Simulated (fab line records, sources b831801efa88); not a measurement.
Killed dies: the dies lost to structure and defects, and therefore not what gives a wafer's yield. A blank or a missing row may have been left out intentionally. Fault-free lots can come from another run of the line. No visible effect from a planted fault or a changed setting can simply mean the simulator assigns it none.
A sampling plan put to the test / flow gf180mcu / each of the 10 faults these records tell of, on one fab line, judged from the records of the lots it struck
Plan = the line's own looks (route steps where a gauge or an inspection reads the wafer without altering it). A look is open to judgement when struck wafers have a number at it and the file gives its usual mean and standard deviation on fault-free wafers. Caught: 4 or more of those standard deviations (sigma) separate the usual mean from the mean of the struck wafers at a look after the fault's first step. On the tool: the test repeated on the tool's own readings taken at the fault's steps. If the struck wafers alone have a blank record, or they carry another recipe, that too counts as caught.

== THE FAULTS, as the simulator had put them in ==
1. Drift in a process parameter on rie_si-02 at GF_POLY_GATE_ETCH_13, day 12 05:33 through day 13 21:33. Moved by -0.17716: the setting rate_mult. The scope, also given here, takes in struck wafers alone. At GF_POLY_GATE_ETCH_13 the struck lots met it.
2. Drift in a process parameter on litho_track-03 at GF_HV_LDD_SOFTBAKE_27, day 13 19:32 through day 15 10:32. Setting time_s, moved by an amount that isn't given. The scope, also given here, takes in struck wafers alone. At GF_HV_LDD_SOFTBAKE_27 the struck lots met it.
3. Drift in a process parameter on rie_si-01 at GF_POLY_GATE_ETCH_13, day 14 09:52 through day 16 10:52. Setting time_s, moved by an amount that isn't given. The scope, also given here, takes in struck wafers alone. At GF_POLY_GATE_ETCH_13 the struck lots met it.
4. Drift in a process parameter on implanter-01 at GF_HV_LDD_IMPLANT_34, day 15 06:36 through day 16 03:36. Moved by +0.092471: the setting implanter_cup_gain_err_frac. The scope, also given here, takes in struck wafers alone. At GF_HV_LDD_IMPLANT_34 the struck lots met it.
5. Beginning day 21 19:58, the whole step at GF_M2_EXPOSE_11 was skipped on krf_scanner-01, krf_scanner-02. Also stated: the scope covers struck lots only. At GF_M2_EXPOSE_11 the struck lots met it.
6. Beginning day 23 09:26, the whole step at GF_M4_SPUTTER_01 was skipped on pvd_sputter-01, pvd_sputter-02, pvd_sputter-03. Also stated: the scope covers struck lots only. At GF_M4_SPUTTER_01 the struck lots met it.
7. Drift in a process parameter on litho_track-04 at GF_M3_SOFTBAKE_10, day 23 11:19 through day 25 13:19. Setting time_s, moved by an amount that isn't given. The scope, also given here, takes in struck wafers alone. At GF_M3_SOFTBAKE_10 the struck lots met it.
8. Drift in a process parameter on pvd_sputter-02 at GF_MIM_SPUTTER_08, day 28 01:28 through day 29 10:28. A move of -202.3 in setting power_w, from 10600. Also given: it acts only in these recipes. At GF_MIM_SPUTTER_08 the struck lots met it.
9. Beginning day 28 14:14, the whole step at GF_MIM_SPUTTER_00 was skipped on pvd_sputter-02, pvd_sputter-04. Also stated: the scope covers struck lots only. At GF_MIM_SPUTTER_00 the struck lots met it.
10. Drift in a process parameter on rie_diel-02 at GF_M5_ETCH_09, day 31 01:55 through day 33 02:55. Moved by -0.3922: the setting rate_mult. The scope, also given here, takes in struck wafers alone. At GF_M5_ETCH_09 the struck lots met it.

== WHAT THE PLAN SAW ==
fault=1; on the tool itself=oes_product_au -16 sigma; first look that catches it=no look after it can be judged; reading, sigma=-; median hours from its first step to that look=-; hours from the fault's start to the first struck lot there=-; judged looks passed uncaught=0
fault=2; on the tool itself=heater_power_total_W +99 or beyond sigma; first look that catches it=not the one look that can be judged after it; reading, sigma=-; median hours from its first step to that look=-; hours from the fault's start to the first struck lot there=-; judged looks passed uncaught=1
fault=3; on the tool itself=run_length_s -27 sigma; first look that catches it=no look after it can be judged; reading, sigma=-; median hours from its first step to that look=-; hours from the fault's start to the first struck lot there=-; judged looks passed uncaught=0
fault=4; on the tool itself=faraday_current_uA +4.5 sigma; first look that catches it=not the one look that can be judged after it; reading, sigma=-; median hours from its first step to that look=-; hours from the fault's start to the first struck lot there=-; judged looks passed uncaught=1
fault=5; on the tool itself=no reading that can be judged; first look that catches it=no look after it can be judged; reading, sigma=-; median hours from its first step to that look=-; hours from the fault's start to the first struck lot there=-; judged looks passed uncaught=0
fault=6; on the tool itself=the tool's record is blank for the struck wafers; first look that catches it=no look after it can be judged; reading, sigma=-; median hours from its first step to that look=-; hours from the fault's start to the first struck lot there=-; judged looks passed uncaught=0
fault=7; on the tool itself=run_length_s +13 sigma; first look that catches it=no look after it can be judged; reading, sigma=-; median hours from its first step to that look=-; hours from the fault's start to the first struck lot there=-; judged looks passed uncaught=0
fault=8; on the tool itself=cathode_dc_power_W -99 or beyond sigma; first look that catches it=no look after it can be judged; reading, sigma=-; median hours from its first step to that look=-; hours from the fault's start to the first struck lot there=-; judged looks passed uncaught=0
fault=9; on the tool itself=the tool's record is blank for the struck wafers; first look that catches it=no look after it can be judged; reading, sigma=-; median hours from its first step to that look=-; hours from the fault's start to the first struck lot there=-; judged looks passed uncaught=0
fault=10; on the tool itself=oes_product_au -27 sigma; first look that catches it=not the one look that can be judged after it; reading, sigma=-; median hours from its first step to that look=-; hours from the fault's start to the first struck lot there=-; judged looks passed uncaught=1
A dash: the fault isn't caught, or these records don't give the number.

Caught at a look: 0 of 10. Caught on the tool: 9 of 10. By one or the other: 9 of 10.
On the tool alone, faults 1, 2, 3, 4, 6, 7, 8, 9, 10 were caught.
Caught by neither: fault 5.
